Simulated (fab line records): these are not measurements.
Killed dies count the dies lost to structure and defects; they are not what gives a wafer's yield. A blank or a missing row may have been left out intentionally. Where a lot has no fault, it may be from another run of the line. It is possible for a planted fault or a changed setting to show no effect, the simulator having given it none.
Comparing a struck lot with a sound one	flow sky130	15 steps out of a route of 708
Sound: the wafers L487.1, L487.2, L487.5. Wafers struck: L503.1, L503.4, L503.6. At the end, the cause is stated.
Per side, at each step with rows, come the tool, then ch with its chambers, and then its first start. Under that, the readings that differ: sound wafers	struck wafers	difference of the means	sigmas: that difference in standard deviations of wafers without a fault.
alike: a reading whose means differ by less than 2 such deviations, as well as words and numbers matching on both sides. not compared: withheld readings; readings where some wafer has no value; bounds like >300 that might hide an equal value; numbers whose values overlap and for which the record gives no deviation.
The two part at a step that has a row with sigmas, a row that says differs or no value, or rows on one side only. Non-overlapping numbers with no deviation appear without sigmas and do not part them. Lack of a reading on every wafer of one side parts them only where that side has two or more wafers.

first, 6 steps without rows for these wafers: SKY_GATE_OXIDE_HMDS_04 (prime time 60 s); SKY_GATE_OXIDE_COAT_05 (resist thk 1140 nm); SKY_GATE_OXIDE_SOFTBAKE_06 (time 60 s); SKY_GATE_OXIDE_EXPOSE_07 (exposes mask LVOM, target cd 600 nm); SKY_GATE_OXIDE_PEB_08; SKY_GATE_OXIDE_DEVELOP_09 (develop time 60 s).
SKY_GATE_OXIDE_OVL_MEAS_10:
  sound on overlay-02 at day 14 17:04; struck on overlay-02 at day 20 00:02
  alike: GATE_OXIDE_OVL
then, 2 steps without rows for these wafers: SKY_GATE_OXIDE_IMPLANT_11; SKY_GATE_OXIDE_WET_ETCH_12 (etches SiO2 in dHF, target depth 16.8 nm, time 336 s).
SKY_GATE_OXIDE_STRIP_13: strips in O2/N2.
  sound on plasma_asher-01 ch 0,1, day 14 17:22; struck on plasma_asher-03 ch 0, day 20 00:19
reading	sound	struck	difference	sigmas
strip_time_to_endpoint_s (s)	14.20 14.22 14.19	14.09 14.10 14.10	-0.11	-3
  alike: chamber_pressure_mTorr, drypump_motor_current_A, o2_flow_sccm, oes_product_au
  not compared: rf_hours_counter_h
SKY_GATE_OXIDE_TW_MEAS_14:
  sound on film_metro-03 at day 14 17:28; struck on film_metro-01 at day 20 00:25
reading	sound	struck	difference	sigmas
GATE_OXIDE_TW	227.5 228.3 228.8	222.0 222.6 222.3	-5.9	-2
then, 1 step without rows for these wafers: SKY_GATE_OXIDE_CLEAN_15 (cleans in SC1/SC2, time 150 s).
SKY_GATE_OXIDE_OXIDATION_16: stabilise 600 s, purge 300 s, target thk 3.57 nm.
  sound on furnace-01 ch 0, day 14 17:34; struck on furnace-02 ch 0, day 20 00:32
reading	sound	struck	difference	sigmas
spike_tc_bottom_C (C)	813.5 814.2 815.5	822.7 822.4 822.8	+8.2	+6
spike_tc_centre_C (C)	799.8 800.9 799.3	806.3 805.7 804.9	+5.6	+6
spike_tc_lower_C (C)	799.7 800.2 799.4	805.8 806.9 806.1	+6.5	+7
spike_tc_top_C (C)	815.5 815.2 815.3	816.8 818.2 818.9	+2.6	+2
spike_tc_upper_C (C)	798.5 798.3 800.0	806.3 804.3 804.3	+6.0	+6
tube_center_temp_C (C)	799.96 799.97 800.11	804.97 805.05 804.94	+4.97	+70
tube_center_temp_C_max	802.22 802.76 802.17	806.79 807.10 806.73	+4.49	+15
zone_power_bottom_pct (%)	22.8 22.7 23.2	23.9 24.1 23.9	+1.1	+2
then, 1 step without rows for these wafers: SKY_POLY_GATE_CVD_00 (deposits poly-Si, target thk 180 nm, time 720 s).
-- record jumps: 30 days separate the struck wafers' starts on either side; left off in module POLY_GATE, taken up again in module PAD_OPEN, whose first shown step is the route's number 708 --
SKY_PAD_OPEN_PROBE_99:
  sound on prober-02 at day 46 08:22; struck on prober-01 at day 50 01:04
reading	sound	struck	difference	sigmas
model.etest.cap_thin_oxide.gate_log10_a_cm2	-6.528 -6.549 -6.862	-8.147 -8.004 -7.926	-1.379	
model.etest.cap_thin_oxide.tox_acc_nm (nm)	4.176 4.161 4.239	4.563 4.577 4.542	+0.369	
model.etest.pfet_01v8.tox_inv_nm (nm)	4.262 4.263 4.317	4.645 4.641 4.639	+0.361	
model.etest.nfet_01v8.tox_inv_nm (nm)	4.201 4.194 4.252	4.61 4.562 4.556	+0.36	
  alike: killed_at_M0_to_M3, killed_at_M4_up, killed_at_contacts, killed_at_front_end, killed_at_other, killed_dies, killed_open, killed_short

## WHERE THEY PART
Last at SKY_GATE_OXIDE_OXIDATION_16 as far as this record goes, first at SKY_GATE_OXIDE_STRIP_13. Later steps at which nothing parts them and some readings are alike: SKY_PAD_OPEN_PROBE_99.

WHY: the cause the simulator had injected
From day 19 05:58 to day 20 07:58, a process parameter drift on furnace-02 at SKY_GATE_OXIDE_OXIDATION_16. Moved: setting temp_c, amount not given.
